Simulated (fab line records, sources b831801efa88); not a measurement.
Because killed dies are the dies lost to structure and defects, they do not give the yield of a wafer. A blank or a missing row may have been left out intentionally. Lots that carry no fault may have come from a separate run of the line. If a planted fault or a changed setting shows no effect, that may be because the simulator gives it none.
fab line records	flow sky130
[record] lots = 6	wafers = 18	last_day = 50
route steps=708 shown LI_CONTACT@371 PAD_OPEN@708
lots with no fault: from the same line, run without faults
start_h: start of the lot's first displayed wafer, in hours after the record's first day	wait_h: hours from the lot's prior step to this one	" identical to the entry in the row above	L1.1+2: a single row standing in for several wafers	- no value, or no start was given	* or withheld: withheld	< > ~ a bound
route shown NAME@n: a module of which the file shows steps, and the number in the route of the first	usual: mean/standard deviation of fault-free wafers	same: alike in all rows	chamber/n: place in a boat	sites: the reading at each site	_std_site: standard deviation of those values	_edge_site: inner sites' mean taken away from outer sites' mean	radius_mm: how far each site lies from the wafer's centre	mask NAME#n: copy n	behind: the last tool/chamber to shape the wafer	hold: what put the lot on hold/how long, in hours/how the hold closed	device: which transistor (n, p or np) failed to switch	end of line: the route-end tests of the same wafers	a step without rows: its recipe alone	killed: at the first sort, the dies lost to defects and structure; wafer yield is something else	map: dies across one wafer; x = killed, . = not, _ = none there
set.NAME: the setting the step ran with; set.NAME@STEP: the setting that earlier step ran with	model.NAME: the simulator's own value behind a step, which no gauge read
a table for each step, a row for each wafer; lots at some steps of the route
services: from which hour (start_h, from the record's first day; less than 0 if before it) a tool's chamber was out of use, for how many hours, and why
[[steps]]
[step SKY_LI_CONTACT_EXPOSE_09]
[recipe] mask_id = LICM1	na = 0.8	source_shape = annular	sigma_inner = 0.55	sigma_outer = 0.85	target_cd_nm = 170	dose_mj = 38
[step SKY_LI_CONTACT_PEB_10]
[recipe] peb_temp_c = withheld	peb_time_s = withheld	resist = KrF-thick
[step SKY_LI_CONTACT_DEVELOP_11]
[recipe] develop_time_s = 60	resist = KrF-thick	dev_temp_c = 21
[step SKY_LI_CONTACT_CD_MEAS_12]
[recipe] target_cd_nm = 170
[usual] cd_nm = 170.4/1.8
lot.wafer	tool	chamber	start_h	wait_h	cd_nm
L812.2	cd_sem-02	-	688.94	-	169.1
L812.5	"	-	"	"	167.9
L812.6	"	-	"	"	167.6
L814.3	cd_sem-02	-	721.70	-	170.7
L814.4	"	-	"	"	169.8
L814.5	"	-	"	"	170.2
L818.2	cd_sem-02	-	736.90	-	168.7
L818.3	"	-	"	"	167.7
L818.5	"	-	"	"	168.7
L829.3	cd_sem-02	-	813.86	-	171.6
L829.4	"	-	"	"	173.0
L829.6	"	-	"	"	172.3
L830.1	cd_sem-02	-	817.92	-	170.6
L830.4	"	-	"	"	172.6
L830.5	"	-	"	"	172.5
L834.1	cd_sem-02	-	861.53	-	169.9
L834.5	"	-	"	"	167.5
L834.6	"	-	"	"	170.2
[step SKY_LI_CONTACT_OVL_MEAS_13]
[usual] LI_CONTACT_OVL = -1/4.4
lot.wafer	tool	chamber	start_h	wait_h	LI_CONTACT_OVL[nm]
L812.2	overlay-02	-	689.05	0.1	-6
L812.5	"	-	"	"	-6
L812.6	"	-	"	"	-2
L814.3	overlay-02	-	721.79	0.1	4
L814.4	"	-	"	"	-2
L814.5	"	-	"	"	9
L818.2	overlay-01	-	737.01	0.1	7
L818.3	"	-	"	"	7
L818.5	"	-	"	"	6
L829.3	overlay-01	-	813.95	0.1	-3
L829.4	"	-	"	"	-3
L829.6	"	-	"	"	-4
L830.1	overlay-01	-	818.04	0.1	-5
L830.4	"	-	"	"	-1
L830.5	"	-	"	"	4
L834.1	overlay-02	-	861.65	0.1	-1
L834.5	"	-	"	"	-4
L834.6	"	-	"	"	-4
[step SKY_LI_CONTACT_ETCH_14]
[recipe] chemistry = N2/H2	target = BARC	ion_energy_ev = 200	source_w = 500	bias_w = 100	pressure_mtorr = 30	n2_flow_sccm = 100	h2_flow_sccm = 200	stop_on = SiO2	time_s = 45.9	target_depth_a = 600
[usual] drypump_motor_current_A = 5.6/0.46	h2_flow_sccm = 200.1/0.61	n2_flow_sccm = 100.0/0.32	oes_product_au = 0.855/0.0044	throttle_valve_pct = 13.224/0.0091
lot.wafer	tool	chamber	start_h	wait_h	drypump_motor_current_A	h2_flow_sccm	n2_flow_sccm	oes_product_au	rf_hours_counter_h	throttle_valve_pct
L812.2	rie_diel-03	0	689.08	0.0	6.3	199.2	100.0	0.848	32	13.223
L812.5	"	2	"	"	6.2	199.1	99.8	0.858	-	13.240
L812.6	"	1	"	"	4.9	200.5	99.9	0.858	-	13.209
L814.3	rie_diel-01	0	721.81	0.0	5.9	200.6	100.4	0.849	16	13.217
L814.4	"	2	"	"	5.1	200.5	99.6	0.856	9	13.248
L814.5	"	0	"	"	5.9	200.5	100.0	0.857	-	13.235
L818.2	rie_diel-03	1	737.04	0.0	4.9	199.4	99.8	0.853	4	13.220
L818.3	"	0	"	"	6.2	199.6	100.0	0.860	33	13.230
L818.5	"	0	"	"	6.3	199.8	100.0	0.861	-	13.218
L829.3	rie_diel-01	1	813.98	0.0	5.2	200.4	100.3	0.850	15	13.234
L829.4	"	3	"	"	6.1	199.1	99.9	0.853	14	13.215
L829.6	"	3	"	"	6.1	199.9	100.1	0.852	-	13.224
L830.1	rie_diel-02	1	818.08	0.0	5.6	200.9	100.1	0.853	11	13.225
L830.4	"	3	"	"	5.9	200.9	99.9	0.862	33	13.221
L830.5	"	1	"	"	5.6	200.6	99.7	0.854	-	13.213
L834.1	rie_diel-01	1	861.69	0.0	5.2	200.3	100.1	0.863	16	13.233
L834.5	"	1	"	"	5.2	200.5	99.8	0.856	-	13.231
L834.6	"	0	"	"	5.9	198.8	100.6	0.857	-	13.234
[step SKY_LI_CONTACT_ETCH_15]
[recipe] target = PSG	chemistry = C4F8/O2/Ar	stop_on = Si	taper_deg = 4.15	mask_material = KrF-thick	source_w = 1500	bias_w = 1200	pressure_mtorr = 40	c4f8_flow_sccm = withheld	O2_flow_sccm = 6	Ar_flow_sccm = 300	time_s = withheld	target_depth_a = 6000
[usual] oes_product_au = 0.838/0.0045
lot.wafer	tool	chamber	start_h	wait_h	oes_product_au
L812.2	rie_diel-03	0	689.12	0.0	0.836
L812.5	"	2	"	"	0.836
L812.6	"	1	"	"	0.838
L814.3	rie_diel-01	0	721.86	0.0	0.833
L814.4	"	2	"	"	0.828
L814.5	"	0	"	"	0.836
L818.2	rie_diel-03	1	737.08	0.0	0.832
L818.3	"	0	"	"	0.838
L818.5	"	0	"	"	0.844
L829.3	rie_diel-01	1	814.02	0.0	0.845
L829.4	"	3	"	"	0.834
L829.6	"	3	"	"	0.843
L830.1	rie_diel-02	1	818.12	0.0	0.841
L830.4	"	3	"	"	0.829
L830.5	"	1	"	"	0.831
L834.1	rie_diel-01	1	861.73	0.0	0.831
L834.5	"	1	"	"	0.834
L834.6	"	0	"	"	0.838
[step SKY_LI_CONTACT_STRIP_16]
[recipe] chemistry = O2/N2	power_w = 1400	pressure_mtorr = 1500	platen_temp_c = withheld	o2_flow_sccm = 3000	n2_flow_sccm = 300	overash_fraction = 0.5
[usual] drypump_motor_current_A = 5.4/0.56	n2_flow_sccm = 299.9/0.95	oes_product_au = 0.376/0.0047	strip_time_to_endpoint_s = 3.490/0.025
[same] overash_fraction = 0.5
lot.wafer	tool	chamber	start_h	wait_h	drypump_motor_current_A	n2_flow_sccm	oes_product_au	rf_hours_counter_h	strip_time_to_endpoint_s
L812.2	plasma_asher-01	1	689.20	-	5.1	300.5	0.378	102	3.489
L812.5	"	0	"	"	4.9	299.2	0.371	-	3.507
L812.6	"	1	"	"	5.1	300.6	0.374	-	3.499
L814.3	plasma_asher-04	0	721.97	-	5.9	300.2	0.378	-	3.488
L814.4	"	1	"	"	4.7	300.7	0.376	-	3.483
L814.5	"	1	"	"	4.7	300.7	0.369	-	3.471
L818.2	plasma_asher-04	1	737.17	-	4.7	300.0	0.372	61	3.478
L818.3	"	0	"	"	6.0	298.9	0.375	-	3.490
L818.5	"	0	"	"	5.9	300.6	0.381	-	3.497
L829.3	plasma_asher-01	0	814.14	-	4.9	299.6	0.376	-	3.518
L829.4	"	1	"	"	5.2	299.9	0.379	-	3.493
L829.6	"	0	"	"	4.9	298.3	0.378	-	3.493
L830.1	plasma_asher-02	1	818.21	-	5.6	297.2	0.380	40	3.501
L830.4	"	1	"	"	5.6	299.2	0.372	-	3.471
L830.5	"	1	"	"	5.6	299.5	0.374	-	3.494
L834.1	plasma_asher-02	1	861.82	-	5.6	300.1	0.374	44	3.466
L834.5	"	0	"	"	6.3	300.1	0.378	-	3.468
L834.6	"	1	"	"	5.6	299.5	0.372	-	3.499
[step SKY_LI_CONTACT_CLEAN_17]
[recipe] chemistry = NMP	time_s = 600	temp_c = 60	dry = n2_spin
[step SKY_LI_CONTACT_PRE_CLEAN_18]
[recipe] gas = Ar	time_s = 5.6	bias_v = 358
[step SKY_LI_CONTACT_SPUTTER_19]
[recipe] material = Ti	target_thk_nm = 20	chamber_pressure_pa = 5	power_w = 2500	substrate_temp_c = 200	time_s = 106.37
[usual] substrate_temp_c = 200.00/0.15	throttle_valve_pct = 30.1/0.99
lot.wafer	tool	chamber	start_h	wait_h	substrate_temp_c	throttle_valve_pct
L812.2	pvd_sputter-02	-	689.50	0.0	199.65	31.6
L812.5	"	-	"	"	199.66	30.0
L812.6	"	-	"	"	199.66	31.0
L814.3	pvd_sputter-03	-	722.25	0.0	199.94	30.5
L814.4	"	-	"	"	199.91	29.8
L814.5	"	-	"	"	200.08	29.8
L818.2	pvd_sputter-02	-	737.46	0.0	199.97	30.1
L818.3	"	-	"	"	199.91	31.3
L818.5	"	-	"	"	199.60	31.3
L829.3	pvd_sputter-03	-	814.43	0.0	200.01	30.3
L829.4	"	-	"	"	200.14	29.9
L829.6	"	-	"	"	200.04	30.3
L830.1	pvd_sputter-03	-	818.50	0.0	199.91	30.4
L830.4	"	-	"	"	199.71	30.1
L830.5	"	-	"	"	199.88	29.5
L834.1	pvd_sputter-03	-	862.11	0.0	200.10	30.6
L834.5	"	-	"	"	200.03	29.9
L834.6	"	-	"	"	200.27	30.7
[step SKY_LI_CONTACT_SPUTTER_20]
[recipe] material = TiN	target_thk_nm = 20	chamber_pressure_pa = 5	power_w = 4000	time_s = 80
[usual] throttle_valve_pct = 30.2/0.98
lot.wafer	tool	chamber	start_h	wait_h	throttle_valve_pct
L812.2	pvd_sputter-02	-	689.57	0.0	31.4
L812.5	"	-	"	"	30.2
L812.6	"	-	"	"	31.2
L814.3	pvd_sputter-03	-	722.33	0.0	30.5
L814.4	"	-	"	"	29.8
L814.5	"	-	"	"	29.7
L818.2	pvd_sputter-02	-	737.54	0.0	30.2
L818.3	"	-	"	"	31.4
L818.5	"	-	"	"	31.1
L829.3	pvd_sputter-03	-	814.51	0.0	30.6
L829.4	"	-	"	"	29.9
L829.6	"	-	"	"	30.2
L830.1	pvd_sputter-03	-	818.58	0.0	30.2
L830.4	"	-	"	"	30.0
L830.5	"	-	"	"	29.9
L834.1	pvd_sputter-03	-	862.19	0.0	30.2
L834.5	"	-	"	"	29.9
L834.6	"	-	"	"	30.5
[step SKY_LI_CONTACT_CVD_21]
[recipe] material = W	target_thk_nm = 400	time_s = 120.56	temp_c = 400	pressure_torr = 40
[usual] heater_power_w = 839/82
lot.wafer	tool	chamber	start_h	wait_h	heater_power_w	model.W_of_LI_CONTACT_CVD_21.thk_nm
L812.2	cvd_w-02	0	689.64	0.0	907	390.3
L812.5	"	1	"	"	954	397
L812.6	"	0	"	"	905	393.7
L814.3	cvd_w-02	1	722.43	0.1	951	389.4
L814.4	"	0	"	"	895	387.5
L814.5	"	1	"	"	947	392.8
L818.2	cvd_w-01	1	737.60	0.0	786	404.6
L818.3	"	0	"	"	760	407.8
L818.5	"	0	"	"	772	405.8
L829.3	cvd_w-01	1	814.61	0.1	767	396.4
L829.4	"	0	"	"	775	414.6
L829.6	"	1	"	"	792	399.7
L830.1	cvd_w-01	0	818.64	0.0	784	412.2
L830.4	"	1	"	"	795	403
L830.5	"	0	"	"	767	410.8
L834.1	cvd_w-02	1	862.25	0.0	947	392.7
L834.5	"	0	"	"	912	394.6
L834.6	"	1	"	"	939	395.6
[step SKY_LI_CONTACT_RS_MEAS_22]
[recipe] thk_meas_gauge = four-point-probe	reads = W_of_LI_CONTACT_CVD_21+TiN_of_LI_CONTACT_SPUTTER_20+Ti_of_LI_CONTACT_SPUTTER_19
[usual] LI_CONTACT_W_RS = 0.286/0.0035
lot.wafer	tool	chamber	start_h	wait_h	LI_CONTACT_W_RS[ohm/sq]
L812.2	film_metro-03	-	689.78	0.1	0.292
L812.5	"	-	"	"	0.287
L812.6	"	-	"	"	0.290
L814.3	film_metro-04	-	722.55	0.1	0.292
L814.4	"	-	"	"	0.294
L814.5	"	-	"	"	0.290
L818.2	film_metro-01	-	737.74	0.1	0.281
L818.3	"	-	"	"	0.280
L818.5	"	-	"	"	0.281
L829.3	film_metro-03	-	814.74	0.1	0.288
L829.4	"	-	"	"	0.275
L829.6	"	-	"	"	0.285
L830.1	film_metro-01	-	818.76	0.1	0.277
L830.4	"	-	"	"	0.282
L830.5	"	-	"	"	0.277
L834.1	film_metro-01	-	862.37	0.1	0.290
L834.5	"	-	"	"	0.289
L834.6	"	-	"	"	0.287
[step SKY_PAD_OPEN_PROBE_99]
[usual] killed_at_M0_to_M3 = 43/7.1	killed_at_M4_up = 3.1/1.7	killed_at_contacts = 23/5.1	killed_at_front_end = 14/4.4	killed_at_other = 0.3/0.47	killed_dies = 84/9.9	killed_open = 45/6.6	killed_short = 38/6.8
[same] gross_dies = 492	killed_at_back_side = 0
lot.wafer	tool	chamber	start_h	wait_h	killed_at_M0_to_M3	killed_at_M4_up	killed_at_contacts	killed_at_front_end	killed_at_other	killed_dies	killed_open	killed_short
L812.2	prober-01	-	1085.39	0.1	39	5	26	14	0	84	45	39
L812.5	prober-01	-	1085.54	0.2	45	2	28	16	1	92	58	34
L812.6	prober-01	-	1085.59	0.2	44	7	26	18	0	95	44	51
L814.3	prober-02	-	1109.87	0.2	39	6	26	20	0	91	44	47
L814.4	prober-02	-	1109.92	0.2	37	3	23	16	0	79	47	32
L814.5	prober-02	-	1109.97	0.2	57	3	27	8	0	95	57	38
L818.2	prober-01	-	1122.33	0.1	41	7	26	14	0	88	47	41
L818.3	prober-01	-	1122.38	0.2	54	3	32	16	0	105	53	52
L818.5	prober-01	-	1122.48	0.2	45	2	19	12	2	80	44	36
L829.3	prober-02	-	1175.95	0.2	31	3	26	19	0	79	45	34
L829.4	prober-02	-	1176.00	0.2	47	5	18	9	0	79	42	37
L829.6	prober-02	-	1176.10	0.2	51	5	20	14	1	91	43	48
L830.1	prober-02	-	1179.59	0.1	43	5	31	9	1	89	50	39
L830.4	prober-02	-	1179.74	0.2	41	4	21	8	0	74	46	28
L830.5	prober-02	-	1179.79	0.2	30	2	21	10	0	63	42	21
L834.1	prober-02	-	1202.99	0.1	35	1	23	11	0	70	36	34
L834.5	prober-02	-	1203.19	0.2	46	4	20	13	0	83	46	37
L834.6	prober-02	-	1203.24	0.2	34	1	28	15	0	78	45	33
// killed by level:class
L812.2 VIA2:geometric_particle:open=8 LI_CONTACT:geometric_particle:open=7 CONTACT:geometric_particle:open=7 VIA1:geometric_particle:open=7 CONTACT:geometric_particle:short=6 METAL1:geometric_particle:short=5 METAL2:geometric_particle:short=5 POLY_GATE:geometric_particle:open=4
L812.5 VIA1:geometric_particle:open=13 CONTACT:geometric_particle:open=13 LI_CONTACT:geometric_particle:open=6 METAL2:geometric_particle:short=6 VIA2:geometric_particle:open=6 METAL1:geometric_particle:short=5 VIA3:geometric_particle:open=5 FIELD_ISO:geometric_particle:short=4
L812.6 CONTACT:geometric_particle:open=10 POLY_GATE:geometric_particle:short=9 VIA2:geometric_particle:open=7 VIA3:geometric_particle:open=7 VIA1:geometric_particle:short=7 VIA1:geometric_particle:open=7 LI_CONTACT:geometric_particle:open=6 METAL1:geometric_particle:short=5
L814.3 CONTACT:geometric_particle:open=11 VIA1:geometric_particle:open=8 METAL2:geometric_particle:short=7 VIA1:geometric_particle:short=6 POLY_GATE:geometric_particle:open=6 LOCAL_INTERCONNECT:geometric_particle:short=5 VIA2:geometric_particle:open=5 METAL4:geometric_particle:short=5
L814.4 VIA1:geometric_particle:open=10 CONTACT:geometric_particle:open=8 LI_CONTACT:geometric_particle:open=7 LI_CONTACT:geometric_particle:short=6 VIA2:geometric_particle:open=6 VIA3:geometric_particle:open=5 METAL1:geometric_particle:short=4 FIELD_ISO:geometric_particle:short=3
L814.5 LI_CONTACT:geometric_particle:open=12 VIA1:geometric_particle:open=12 CONTACT:geometric_particle:open=10 VIA2:geometric_particle:open=10 METAL1:geometric_particle:short=9 METAL2:geometric_particle:short=8 VIA3:geometric_particle:open=8 VIA1:geometric_particle:short=4
L818.2 VIA1:geometric_particle:open=9 LI_CONTACT:geometric_particle:open=7 VIA2:geometric_particle:open=7 CONTACT:geometric_particle:open=6 METAL4:geometric_particle:short=5 LI_CONTACT:geometric_particle:short=5 LOCAL_INTERCONNECT:geometric_particle:short=5 FIELD_ISO:geometric_particle:open=4
L818.3 CONTACT:geometric_particle:open=13 VIA1:geometric_particle:open=9 METAL1:geometric_particle:short=8 CONTACT:geometric_particle:short=7 VIA2:geometric_particle:short=6 VIA3:geometric_particle:open=6 POLY_GATE:geometric_particle:open=5 LI_CONTACT:geometric_particle:open=5
L818.5 VIA1:geometric_particle:open=10 CONTACT:geometric_particle:open=8 VIA3:geometric_particle:open=8 CONTACT:geometric_particle:short=6 VIA2:geometric_particle:open=6 VIA1:geometric_particle:short=5 METAL3:geometric_particle:short=3 METAL1:geometric_particle:open=3
L829.3 CONTACT:geometric_particle:open=14 FIELD_ISO:geometric_particle:open=7 CONTACT:geometric_particle:short=6 VIA1:geometric_particle:open=5 VIA3:geometric_particle:open=5 SPACER:geometric_particle:short=4 LI_CONTACT:geometric_particle:open=4 METAL1:geometric_particle:short=4
L829.4 VIA1:geometric_particle:open=19 CONTACT:geometric_particle:open=8 VIA1:geometric_particle:short=6 VIA3:geometric_particle:open=6 CONTACT:geometric_particle:short=5 METAL2:geometric_particle:short=5 METAL4:geometric_particle:short=5 METAL1:geometric_particle:short=3
L829.6 VIA1:geometric_particle:open=14 CONTACT:geometric_particle:open=6 METAL2:geometric_particle:short=6 VIA3:geometric_particle:open=6 CONTACT:geometric_particle:short=5 VIA3:geometric_particle:short=5 VIA1:geometric_particle:short=5 FIELD_ISO:geometric_particle:short=4
L830.1 CONTACT:geometric_particle:open=13 VIA1:geometric_particle:open=13 VIA1:geometric_particle:short=11 LI_CONTACT:geometric_particle:open=8 METAL1:geometric_particle:short=5 CONTACT:geometric_particle:short=5 VIA2:geometric_particle:open=4 METAL3:geometric_particle:short=4
L830.4 VIA1:geometric_particle:open=19 CONTACT:geometric_particle:open=9 VIA3:geometric_particle:open=5 LI_CONTACT:geometric_particle:open=5 CONTACT:geometric_particle:short=5 METAL1:geometric_particle:short=4 FIELD_ISO:geometric_particle:short=3 VIA1:geometric_particle:short=3
L830.5 VIA1:geometric_particle:open=10 LI_CONTACT:geometric_particle:open=9 CONTACT:geometric_particle:open=5 VIA3:geometric_particle:open=5 CONTACT:geometric_particle:short=4 VIA2:geometric_particle:open=4 SPACER:geometric_particle:open=3 METAL2:geometric_particle:short=3
L834.1 LI_CONTACT:geometric_particle:open=8 VIA2:geometric_particle:open=7 CONTACT:geometric_particle:open=6 LOCAL_INTERCONNECT:geometric_particle:short=5 METAL1:geometric_particle:short=5 VIA1:geometric_particle:open=5 VIA1:geometric_particle:short=4 POLY_GATE:geometric_particle:short=3
L834.5 VIA1:geometric_particle:open=15 CONTACT:geometric_particle:open=7 METAL2:geometric_particle:short=7 FIELD_ISO:geometric_particle:open=5 CONTACT:geometric_particle:short=5 METAL1:geometric_particle:short=4 LI_CONTACT:geometric_particle:open=4 LOCAL_INTERCONNECT:geometric_particle:short=4
L834.6 LI_CONTACT:geometric_particle:open=10 CONTACT:geometric_particle:open=8 VIA1:geometric_particle:open=7 METAL1:geometric_particle:short=7 VIA2:geometric_particle:open=7 LI_CONTACT:geometric_particle:short=5 FIELD_ISO:geometric_particle:open=4 VIA3:geometric_particle:open=4
[[services]]
tool	chamber	start_h	hours	kind
pvd_sputter-02	0	675.18	-	consumable_replace:kit
pvd_sputter-02	0	675.18	18.0	scheduled_down
pvd_sputter-02	0	675.18	18.0	vent_cycle
rie_diel-03	2	693.62	4.0	repair
plasma_asher-04	-	695.32	8.7	pm
rie_diel-02	2	701.84	1.4	repair
rie_diel-03	2	708.98	8.7	repair
rie_diel-02	1	714.80	10.3	repair
plasma_asher-01	-	733.75	9.0	pm
plasma_asher-01	-	750.62	2.0	repair
rie_diel-02	1	763.69	6.1	repair
cvd_w-02	1	792.28	5.0	repair
rie_diel-02	-	797.48	0.2	repair
pvd_sputter-03	-	798.98	1.0	repair
rie_diel-03	1	804.36	6.8	repair
rie_diel-03	0	827.03	-	clean
rie_diel-03	0	827.03	21.9	scheduled_down
rie_diel-03	0	827.03	21.9	vent_cycle
plasma_asher-02	-	827.12	2.6	repair
plasma_asher-01	-	833.83	1.3	repair
cvd_w-02	0	834.12	5.1	repair
pvd_sputter-02	-	834.49	2.3	repair
cvd_w-01	-	840.64	6.0	pm
cvd_w-01	-	854.27	6.9	pm
[[key]]
first_sign none at tools or gauges
[model_effect] step = SKY_LI_CONTACT_CVD_21	value = W_of_LI_CONTACT_CVD_21.thk_nm	without = 403.7	struck = 412.5
met_at SKY_LI_CONTACT_CVD_21
struck_wafers L829.4,L830.1,L830.5
tester_left_out L829,L830
onset_between 737.60 814.61
[fault] kind = process_parameter_drift	tool = cvd_w-01	chamber = 0	onset_h = 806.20	steps = SKY_LI_CONTACT_CVD_21	channel = target_thk_nm	offset = 8.7905	shape = step	end_h = 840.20	acts_in = these_recipes_only	stated = 400
// tester_left_out: of these lots the tester's yield and bins aren't shown, on N5 and GAA mostly nor the transistor test; their killed dies are dies lost to structure and defects alone, not to doping, threshold or leakage, so they don't give the yield
